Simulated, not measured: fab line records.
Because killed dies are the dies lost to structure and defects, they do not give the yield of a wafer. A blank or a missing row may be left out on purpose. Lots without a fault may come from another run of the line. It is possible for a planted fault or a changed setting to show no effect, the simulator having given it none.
Which tool is to blame? ; flow sky130 ; Sampling: 11 lots, 33 wafers, 3 of 708 route steps

== WHAT EACH GAUGE READ, for each wafer ==
SKY_VIA1_RS_MEAS_22: measures by four-point-probe.
lot;measured;on;VIA1_W_RS (ohm/sq)
L844;day 33 22:25;film-metro-04;0.421 0.424 0.419
L845;day 34 01:51;film-metro-04;0.418 0.420 0.427
L846;day 34 07:27;film-metro-02;0.413 0.435 0.433
L848;day 35 01:22;film-metro-04;56.271 57.221 57.916
L849;day 35 18:23;film-metro-04;58.396 57.932 58.739
L850;day 36 07:16;film-metro-04;56.528 57.722 58.547
L856;day 37 18:26;film-metro-02;0.425 0.427 0.424
L858;day 38 14:11;film-metro-01;0.422 0.430 0.429
L859;day 39 05:07;film-metro-04;0.418 0.433 0.421
L860;day 39 10:23;film-metro-04;0.433 0.422 0.418
L861;day 39 14:23;film-metro-04;0.418 0.415 0.420

== WHICH TOOL RAN EACH LOT (tool, then ch and the chambers of the sampled wafers, then the start) ==
lot;SKY_METAL1_STRIP_20;SKY_VIA1_CVD_21
L844;plasma-asher-02 ch 0,1, day 32 17:20;cvd-w-01 ch 0,1, day 33 22:20
L845;plasma-asher-02 ch 0,1, day 32 20:49;cvd-w-01 ch 0,1, day 34 01:46
L846;plasma-asher-01 ch 0, day 33 02:25;cvd-w-02 ch 0,1, day 34 07:22
L848;plasma-asher-01 ch 0,1, day 33 20:11;cvd-w-02 ch 0,1, day 35 01:16
L849;plasma-asher-04 ch 0,1, day 34 13:12;cvd-w-02 ch 0,1, day 35 18:16
L850;plasma-asher-02 ch 0,1, day 35 02:39;cvd-w-01 ch 0,1, day 36 07:09
L856;plasma-asher-01 ch 0, day 36 14:59;cvd-w-02 ch 1, day 37 18:21
L858;plasma-asher-04 ch 0,1, day 37 10:19;cvd-w-01 ch 0,1, day 38 14:05
L859;plasma-asher-02 ch 0,1, day 38 02:31;cvd-w-02 ch 0,1, day 39 05:02
L860;plasma-asher-04 ch 0,1, day 38 06:58;cvd-w-02 ch 0,1, day 39 10:17
L861;plasma-asher-04 ch 0,1, day 38 11:01;cvd-w-01 ch 0,1, day 39 14:17
- SKY_METAL1_STRIP_20: strips in O2/N2.
- SKY_VIA1_CVD_21: deposits W, target thk 270 nm, time 80.902 s.

== THE ANSWER, worked out from the rows above alone ==
Rule: the usual values come from the lots themselves. Put in order of their means at a reading, lots are off if they are a third of the lots or fewer, leave a main group of 4 or more, and stand apart from it by a gap of 3 or more times the standard deviation of the main group's means; of several such gaps the widest counts. Not used: any main group whose means are identical at the precision the tables above print for the reading. A lot without any number at a reading at which 4 lots or more have one is off too. Where the step has rows for the other lots, those lots are counted as sound.
Off: L848, L849, L850, at SKY_VIA1_RS_MEAS_22 (VIA1_W_RS). The main group: mean 0.424 ohm/sq, standard deviation 0.003.
A tool fits if, at a process step before that reading, it ran every lot that is off, and no sound lot after the first of them. Gauges at SKY_VIA1_RS_MEAS_22: tried the same way as those tools. Not one of the candidates tried fits.

== WHAT THE SIMULATOR HAD INSERTED ==
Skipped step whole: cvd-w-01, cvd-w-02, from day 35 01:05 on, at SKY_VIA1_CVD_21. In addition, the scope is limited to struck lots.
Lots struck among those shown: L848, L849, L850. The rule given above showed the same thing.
